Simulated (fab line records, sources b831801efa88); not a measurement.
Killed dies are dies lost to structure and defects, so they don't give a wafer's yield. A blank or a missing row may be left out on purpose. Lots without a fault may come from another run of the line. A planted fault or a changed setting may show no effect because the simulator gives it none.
A struck lot beside a sound one | flow sky130 | 19 steps out of a route of 708
Sound: wafers L904.1, L904.3, L904.6. Struck: wafer L924.1. (L924.3, L924.4 of the same lot were not struck and are left out.) The cause comes at the end.
At each step with rows: each side's tool, then ch and its chambers, then its first start. Under that, the readings that differ: sound wafers | struck wafers | difference of the means | sigmas: that difference in standard deviations of wafers without a fault.
alike: readings whose means differ by less than 2 such deviations, and words and numbers that are the same on both sides. not compared: withheld readings, readings that some wafer has no value for, bounds like >300 that may hide the same value, and numbers for which the record gives no deviation and whose values overlap.
The two part at a step that has a row with sigmas, a row that says differs or no value, or rows on one side only. Numbers that don't overlap but have no deviation are shown without sigmas and don't part them. A reading that every wafer of one side lacks parts them only if that side has two wafers or more.

SKY_CONTACT_ETCH_18: etches Si3N4 in CHF3/O2, stops on TiN, time 39 s, target depth 75 nm.
  sound on rie_diel-03 ch 0,2,3; struck on rie_diel-02 ch 2
  alike: drypump_motor_current_A, oes_product_au, throttle_valve_pct
  not compared: rf_hours_counter_h
SKY_CONTACT_STRIP_19: strips in O2/N2.
  sound on plasma_asher-01 ch 0,1, day 31 05:22; struck on plasma_asher-01 ch 0, day 38 13:48
  alike: drypump_motor_current_A, n2_flow_sccm, oes_product_au, strip_time_to_endpoint_s
  not compared: rf_hours_counter_h
then, 5 steps without rows for these wafers: SKY_CONTACT_STRIP_20 (strips in post etch residue remover, time 1200 s); SKY_CONTACT_CLEAN_21 (cleans in IPA, time 180 s); SKY_CONTACT_CLEAN_22 (cleans in O3/DIW); SKY_CONTACT_SPUTTER_23 (material TiN, target thk 20 nm, time 80 s); SKY_CONTACT_CVD_24 (deposits W, target thk 340 nm, time 102.12 s).
SKY_CONTACT_RS_MEAS_25: measures by four-point-probe.
  sound on film_metro-03, day 31 06:07; struck on film_metro-03, day 38 14:34
  alike: CONTACT_W_RS
SKY_CONTACT_THK_MEAS_26: measures by xrf.
  sound on film_metro-03, day 31 06:14; struck on film_metro-03, day 38 14:41
  alike: CONTACT_W_THK
SKY_CONTACT_CMP_27: polishes, stops on SiO2, t overpolish 15 s, target thk 0 nm.
  sound on cmp-02 ch 0,1,3, day 31 06:24; struck on cmp-02 ch 1, day 38 14:50
  reading              | sound                | struck | difference | sigmas
  overpolish_run_s (s) | 14.990 14.995 14.983 | 15.011 | +0.022     | +2
  alike: edge_zone_pressure_frac, motor_current_A, time_to_endpoint_s
SKY_METAL1_SPUTTER_00: material Ti, target thk 15 nm, time 10 s.
  sound on pvd_sputter-02, day 31 06:36; struck on pvd_sputter-01, day 38 15:08
  reading                | sound                | struck | difference | sigmas
  cathode_dc_power_W (W) | 3000.8 2999.7 3000.3 | 2998.8 | -1.5       | -3
  alike: throttle_valve_pct
then, 1 step without rows for these wafers: SKY_METAL1_SPUTTER_01 (material TiN, target thk 20 nm, time 16.7 s).
SKY_METAL1_SPUTTER_02: material AlCu, target thk 250 nm, time 13.3 s.
  sound on pvd_sputter-02, day 31 06:39; struck on pvd_sputter-01, day 38 15:10
  reading                                     | sound             | struck | difference | sigmas
  cathode_dc_power_W (W)                      | 10602 10595 10599 | 9844.4 | -754.3     | -99 or more
  model.AlCu_of_METAL1_SPUTTER_02.thk_nm (nm) | 251.4 250.6 246.5 | 232.5  | -17.0      |
  alike: throttle_valve_pct
SKY_METAL1_SPUTTER_03: material Ti, target thk 5 nm, time 3.3 s.
  sound on pvd_sputter-02, day 31 06:40; struck on pvd_sputter-01, day 38 15:12
  alike: cathode_dc_power_W, throttle_valve_pct
then, 1 step without rows for these wafers: SKY_METAL1_SPUTTER_04 (material TiN, target thk 70 nm, time 58.3 s).
SKY_METAL1_RS_MEAS_05: measures by four-point-probe.
  sound on film_metro-03, day 31 06:44; struck on film_metro-03, day 38 15:16
  reading                 | sound                | struck | difference | sigmas
  METAL1_ALCU_RS (ohm/sq) | 0.1260 0.1266 0.1286 | 0.1367 | +0.0096    | +5
SKY_METAL1_THK_MEAS_06: measures by xrf.
  sound on film_metro-03, day 31 06:52; struck on film_metro-03, day 38 15:23
  reading              | sound       | struck | difference | sigmas
  METAL1_ALCU_THK (nm) | 250 249 244 | 232    | -16        | -4
then, 1 step without rows for these wafers: SKY_METAL1_DEHYDRATE_07 (time 60 s).
-- the record jumps here: 12 days lie between the struck wafers' starts before and after (it left off in module METAL1 and takes up again in module PAD_OPEN, whose first step shown is number 708 of the route) --
SKY_PAD_OPEN_PROBE_99:
  sound on prober-02, day 45 08:59; struck on prober-02, day 50 16:26
  reading                      | sound                | struck | difference | sigmas
  model.etest.met1.line_ohm_um | 0.9205 0.9416 0.9447 | 0.9631 | +0.0275    |
  model.etest.met1.rs_ohm_sq   | 0.1267 0.128 0.1303  | 0.1398 | +0.0115    |
  alike: defect_limited_yield, killed_at_M0_to_M3, killed_at_M4_up, killed_at_contacts, killed_at_front_end, killed_at_other, killed_dies, killed_open, killed_short, sort_bin_3_pad_short, sort_bin_5_function, sort_bin_6_memory, sort_n_pass, sort_yield_pct

WHERE THEY PART
First at SKY_CONTACT_CMP_27; last, within this record, at SKY_METAL1_THK_MEAS_06. Later steps at which nothing parts them and some readings are alike: SKY_PAD_OPEN_PROBE_99.

WHY: what the simulator had put in
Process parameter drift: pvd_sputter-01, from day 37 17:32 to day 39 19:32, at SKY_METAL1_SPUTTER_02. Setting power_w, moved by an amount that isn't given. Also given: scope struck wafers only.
